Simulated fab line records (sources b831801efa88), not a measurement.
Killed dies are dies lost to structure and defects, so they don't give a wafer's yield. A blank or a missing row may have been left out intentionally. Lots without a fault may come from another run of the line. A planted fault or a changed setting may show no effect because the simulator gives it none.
Which tool was responsible? + flow gf180mcu + 39 wafers from 13 lots sampled at 5 of the route's 602 steps

## WHAT EACH GAUGE READ, for each wafer
GF_MVSD_TW_MEAS_11. Usual: MVSD_TW gives 1572 (standard deviation 11).
| lot  | measured     | on            | MVSD_TW        | flag |
|------|--------------|---------------|----------------|------|
| L331 | day 4 13:04  | film-metro-04 | 1591 1585 1590 |      |
| L333 | day 4 22:05  | film-metro-01 | 1572 1554 1557 |      |
| L334 | day 5 02:26  | film-metro-02 | 1569 1572 1569 |      |
| L335 | day 5 09:01  | film-metro-04 | 1580 1583 1589 |      |
| L336 | day 5 16:04  | film-metro-02 | 1562 1567 1570 |      |
| L337 | day 5 20:31  | film-metro-02 | 1567 1565 1564 |      |
| L338 | day 6 02:08  | film-metro-01 | 1564 1564 1562 |      |
| L339 | day 6 09:14  | film-metro-02 | 1578 1562 1569 |      |
| L340 | day 6 14:19  | film-metro-02 | 1567 1577 1572 |      |
| L349 | day 8 19:26  | film-metro-02 | 1573 1570 1574 |      |
| L352 | day 9 15:34  | film-metro-02 | 1550 1560 1564 |      |
| L353 | day 9 21:10  | film-metro-04 | 1594 1596 1597 |      |
| L354 | day 10 01:33 | film-metro-04 | 1578 1577 1572 |      |

GF_VT_IMPLANT_OVL_MEAS_40. Usual: VT_IMPLANT_03_OVL gives -0.3 nm (standard deviation 1.1).
| lot  | measured     | on         | VT_IMPLANT_03_OVL (nm) | flag |
|------|--------------|------------|------------------------|------|
| L331 | day 7 15:31  | overlay-02 | -1.2 0.8 -1.2          |      |
| L333 | day 8 01:46  | overlay-01 | 0.2 1.4 -0.5           |      |
| L334 | day 8 05:59  | overlay-01 | -1.5 0.2 -2.1          |      |
| L335 | day 8 15:21  | overlay-02 | 0.5 -0.1 -1.3          |      |
| L336 | day 8 22:55  | overlay-02 | -1.1 0.0 -1.2          |      |
| L337 | day 9 04:19  | overlay-02 | 0.3 0.3 0.3            |      |
| L338 | day 9 10:06  | overlay-02 | -1.1 0.5 -1.6          |      |
| L339 | day 9 18:06  | overlay-02 | 0.0 -2.0 -1.3          |      |
| L340 | day 10 00:25 | overlay-02 | 0.0 -0.7 0.3           |      |
| L349 | day 12 14:17 | overlay-02 | - - -                  | OFF  |
| L352 | day 13 12:28 | overlay-01 | -1.3 -1.4 -2.9         |      |
| L353 | day 13 19:03 | overlay-01 | -0.4 -1.0 -1.1         |      |
| L354 | day 14 02:00 | overlay-02 | 2.4 1.2 -0.1           |      |

GF_VT_IMPLANT_TW_MEAS_43. Usual: VT_IMPLANT_4_TW gives 688 (standard deviation 4.8).
| lot  | measured     | on            | VT_IMPLANT_4_TW | flag |
|------|--------------|---------------|-----------------|------|
| L331 | day 7 15:49  | film-metro-03 | 682 685 680     |      |
| L333 | day 8 02:04  | film-metro-04 | 692 696 694     |      |
| L334 | day 8 06:17  | film-metro-01 | 685 685 684     |      |
| L335 | day 8 15:38  | film-metro-03 | 676 679 679     |      |
| L336 | day 8 23:13  | film-metro-04 | 695 694 690     |      |
| L337 | day 9 04:36  | film-metro-03 | 685 680 685     |      |
| L338 | day 9 10:23  | film-metro-04 | 692 698 695     |      |
| L339 | day 9 18:23  | film-metro-04 | 692 696 697     |      |
| L340 | day 10 00:42 | film-metro-04 | 690 691 688     |      |
| L349 | day 12 14:34 | film-metro-03 | 30 30 30        | OFF  |
| L352 | day 13 12:45 | film-metro-04 | 693 690 691     |      |
| L353 | day 13 19:20 | film-metro-03 | 689 684 686     |      |
| L354 | day 14 02:17 | film-metro-04 | 694 694 696     |      |

GF_HV_LDD_OVL_MEAS_08. Usual: HV_LDD_OVL gives -1.3 nm (standard deviation 1.3).
| lot  | measured     | on         | HV_LDD_OVL (nm) | flag |
|------|--------------|------------|-----------------|------|
| L331 | day 10 02:20 | overlay-01 | 0.1 -1.1 0.9    |      |
| L333 | day 10 16:28 | overlay-01 | -4.4 -1.5 -2.2  |      |
| L334 | day 10 18:15 | overlay-01 | -2.7 -1.6 -1.7  |      |
| L335 | day 11 03:47 | overlay-02 | 1.3 -0.3 -0.6   |      |
| L336 | day 11 14:26 | overlay-01 | -2.8 -1.8 -0.9  |      |
| L337 | day 11 21:33 | overlay-02 | -1.0 -1.0 -2.5  |      |
| L338 | day 12 01:38 | overlay-02 | -2.0 -1.9 0.8   |      |
| L339 | day 12 10:37 | overlay-02 | 1.3 0.6 0.4     |      |
| L340 | day 12 19:37 | overlay-01 | -2.4 -1.5 -2.1  |      |
| L352 | day 16 12:47 | overlay-01 | 0.2 -1.7 -0.4   |      |
| L353 | day 16 23:26 | overlay-02 | 0.1 -0.8 -0.2   |      |
| L354 | day 17 02:56 | overlay-01 | -2.0 -3.0 -0.8  |      |

## EACH LOT AND THE TOOL THAT RAN IT (in order: tool; ch and the chambers of the sampled wafers; start)
| lot  | GF_VT_IMPLANT_EXPOSE_37             |
|------|-------------------------------------|
| L331 | iline-stepper-02 ch 0, day 7 07:52  |
| L333 | iline-stepper-02 ch 0, day 7 18:11  |
| L334 | iline-stepper-02 ch 0, day 7 21:53  |
| L335 | iline-stepper-02 ch 0, day 8 07:06  |
| L336 | iline-stepper-01 ch 0, day 8 14:35  |
| L337 | iline-stepper-02 ch 0, day 8 20:03  |
| L338 | iline-stepper-02 ch 0, day 9 02:04  |
| L339 | iline-stepper-02 ch 0, day 9 09:07  |
| L340 | iline-stepper-01 ch 0, day 9 15:42  |
| L349 | iline-stepper-02 ch 0, day 12 04:52 |
| L352 | iline-stepper-02 ch 0, day 13 03:01 |
| L353 | iline-stepper-01 ch 0, day 13 09:38 |
| L354 | iline-stepper-02 ch 0, day 13 16:02 |
- GF_VT_IMPLANT_EXPOSE_37: exposes mask Nwell HV AREA, target cd 860 nm.

## AS READ BY THE TOOLS THEMSELVES (means over the sampled wafers that have a number; for cases with no such wafer, the mark the record gives instead)
GF_VT_IMPLANT_EXPOSE_37. Usual: stage-vel-mm-s 500.03 mm/s, standard deviation 0.24.
| lot  | tool             | stage-vel-mm-s (mm/s) | flag |
|------|------------------|-----------------------|------|
| L331 | iline-stepper-02 | 499.71                |      |
| L333 | iline-stepper-02 | 499.92                |      |
| L334 | iline-stepper-02 | 499.56                |      |
| L335 | iline-stepper-02 | 500.22                |      |
| L336 | iline-stepper-01 | 500.15                |      |
| L337 | iline-stepper-02 | 499.98                |      |
| L338 | iline-stepper-02 | 500.27                |      |
| L339 | iline-stepper-02 | 499.94                |      |
| L340 | iline-stepper-01 | 500.07                |      |
| L349 | iline-stepper-02 | 499.88                |      |
| L352 | iline-stepper-02 | 499.98                |      |
| L353 | iline-stepper-01 | 500.05                |      |
| L354 | iline-stepper-02 | 499.74                |      |

## THE ANSWER, worked out from the rows above alone
Rule: a lot counts as off when the mean over its wafers that have a number is more than 3 standard deviations away from the usual mean. Also off: a lot with no number at a reading for which 4 or more lots have one. Where the step has rows for the other lots, those lots are counted as sound. The gauges are gone through in route order, then the tools' own readings, and for those a lot's mean is taken as printed above. At the first step where some lot is off, the reading lying furthest off is the one used; lots without a number count as furthest.
Off: at GF_VT_IMPLANT_OVL_MEAS_40 (VT_IMPLANT_03_OVL), L349. Without a number there: L349.
If a tool, at a process step before that reading, ran all the lots that are off and no sound lot after the first of them, it fits. Not tried: the gauges at GF_VT_IMPLANT_OVL_MEAS_40; whatever is off there is also off at GF_VT_IMPLANT_TW_MEAS_43, on other tools, and gauge error can't account for it. Not one of the candidates tried fits.

## WHAT HAD BEEN PUT IN BY THE SIMULATOR
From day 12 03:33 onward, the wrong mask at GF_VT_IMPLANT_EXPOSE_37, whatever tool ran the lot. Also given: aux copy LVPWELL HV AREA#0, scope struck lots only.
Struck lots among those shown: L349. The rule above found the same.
